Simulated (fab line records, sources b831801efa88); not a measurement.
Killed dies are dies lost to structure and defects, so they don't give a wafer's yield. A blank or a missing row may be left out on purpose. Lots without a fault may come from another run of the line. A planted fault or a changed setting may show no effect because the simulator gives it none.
A struck lot beside a sound one | flow sky130 | 14 steps out of a route of 708
Sound: wafers L226.2, L226.3, L226.6. Struck: wafers L218.2, L218.3, L218.6. The cause comes at the end.
At each step with rows: each side's tool, then ch and its chambers, then its first start. Under that, the readings that differ: sound wafers | struck wafers | difference of the means | sigmas: that difference in standard deviations of wafers without a fault.
alike: readings whose means differ by less than 2 such deviations, and words and numbers that are the same on both sides. not compared: withheld readings, readings that some wafer has no value for, bounds like >300 that may hide the same value, and numbers for which the record gives no deviation and whose values overlap.
The two part at a step that has a row with sigmas, a row that says differs or no value, or rows on one side only. Numbers that don't overlap but have no deviation are shown without sigmas and don't part them. A reading that every wafer of one side lacks parts them only if that side has two wafers or more.

SKY_VIA1_CD_MEAS_12: target cd 150 nm.
  sound on cd_sem-01, day 39 18:20; struck on cd_sem-01, day 36 07:46
  alike: cd_nm
SKY_VIA1_OVL_MEAS_13:
  sound on overlay-02, day 39 18:27; struck on overlay-01, day 36 07:52
  alike: VIA1_OVL
SKY_VIA1_ETCH_14: etches BARC in N2/H2, stops on SiO2, time 45.9 s, target depth 60 nm.
  sound on rie_diel-01 ch 0,1,2, day 39 18:29; struck on rie_diel-01 ch 1,3, day 36 07:54
  alike: drypump_motor_current_A, oes_product_au, throttle_valve_pct
  not compared: rf_hours_counter_h
SKY_VIA1_ETCH_15: etches SiO2 in C4F8/O2/Ar, stops on TiN, target depth 351 nm, time 54 s.
  sound on rie_diel-01 ch 0,1,2, day 39 18:31; struck on rie_diel-01 ch 1,3, day 36 07:56
  alike: oes_product_au
  not compared: rf_hours_counter_h
SKY_VIA1_STRIP_16: strips in O2/N2.
  sound on plasma_asher-01 ch 1, day 39 18:34; struck on plasma_asher-01 ch 0,1, day 36 07:59
  alike: drypump_motor_current_A, oes_product_au, strip_time_to_endpoint_s
  not compared: rf_hours_counter_h
then, 3 steps without rows for these wafers: SKY_VIA1_STRIP_17 (strips in post etch residue remover, time 1200 s); SKY_VIA1_CLEAN_18 (cleans in IPA, time 180 s); SKY_VIA1_CLEAN_19 (cleans in O3/DIW).
SKY_VIA1_SPUTTER_20: material TiN, target thk 20 nm, time 80 s.
  sound on pvd_sputter-04, day 39 19:10; struck on pvd_sputter-02, day 36 08:37
  alike: chamber_pressure_pa, throttle_valve_pct
SKY_VIA1_CVD_21: deposits W, target thk 270 nm, time 80.902 s.
  sound on cvd_w-02 ch 0, day 39 19:13; struck on cvd_w-01 ch 1, day 36 08:41
  alike: heater_power_outer_w, heater_power_w
SKY_VIA1_RS_MEAS_22: measures by four-point-probe.
  sound on film_metro-01, day 39 19:20; struck on film_metro-02, day 36 08:48
  alike: VIA1_W_RS
SKY_VIA1_THK_MEAS_23: measures by xrf.
  sound on film_metro-01, day 39 19:26; struck on film_metro-02, day 36 08:55
  alike: VIA1_W_THK
SKY_VIA1_CMP_24: polishes, stops on SiO2, t overpolish 15 s, target thk 0 nm.
  sound on cmp-02 ch 1,2,3, day 39 19:35; struck on cmp-02 ch 2,3, day 36 08:58
  no value came back on the struck wafers for any of 5 readings (edge_zone_pressure_frac, head_pressure_psi (psi) and others); on the sound wafers edge_zone_pressure_frac reads 0.996 1.009 0.996
  reading                                  | sound           | struck            | difference | sigmas
  model.W_of_VIA1_CVD_21.thk_nm (nm)       | 0 0 0           | 271.1 268.7 272.6 | +270.8     |
  model.SiO2_of_VIA1_HDPCVD_00.thk_nm (nm) | 341 341.6 340.2 | 344.5 342.5 343.5 | +2.6       |
-- the record jumps here: 11 days lie between the struck wafers' starts before and after (it left off in module VIA1 and takes up again in module PAD_OPEN, whose first step shown is number 708 of the route) --
SKY_PAD_OPEN_PROBE_99:
  sound on prober-02, day 50 02:20; struck on prober-02, day 47 16:23
  reading                  | sound          | struck         | difference | sigmas
  defect_limited_yield (%) | 83.7 81.9 81.7 | 0 0 0          | -82        | -39
  killed_at_M0_to_M3       | 40 41 43       | 447 457 453    | +411       | +53
  killed_dies              | 80 89 90       | 492 492 492    | +406       | +41
  killed_on_rim            | 17 22 19       | 96 96 96       | +77        | +19
  killed_short             | 39 45 46       | 29 30 26       | -15        | -2
  sort_bin_3_pad_short (%) | 1.0 0.8 1.2    | 82.7 85.6 85.0 | +83.4      | +99 or more
  sort_n_pass              | 412 403 402    | 0 0 0          | -406       | -41
  sort_yield_pct (%)       | 83.7 81.9 81.7 | 0 0 0          | -82        | -39
  alike: killed_at_M4_up, killed_at_contacts, killed_at_front_end, killed_at_other, killed_open, sort_bin_5_function, sort_bin_6_memory

WHERE THEY PART
First at SKY_VIA1_CMP_24; last, within this record, at SKY_PAD_OPEN_PROBE_99.

WHY: what the simulator had put in
Skipped step whole: cmp-02, from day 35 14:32 on, at SKY_VIA1_CMP_24. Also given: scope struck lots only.
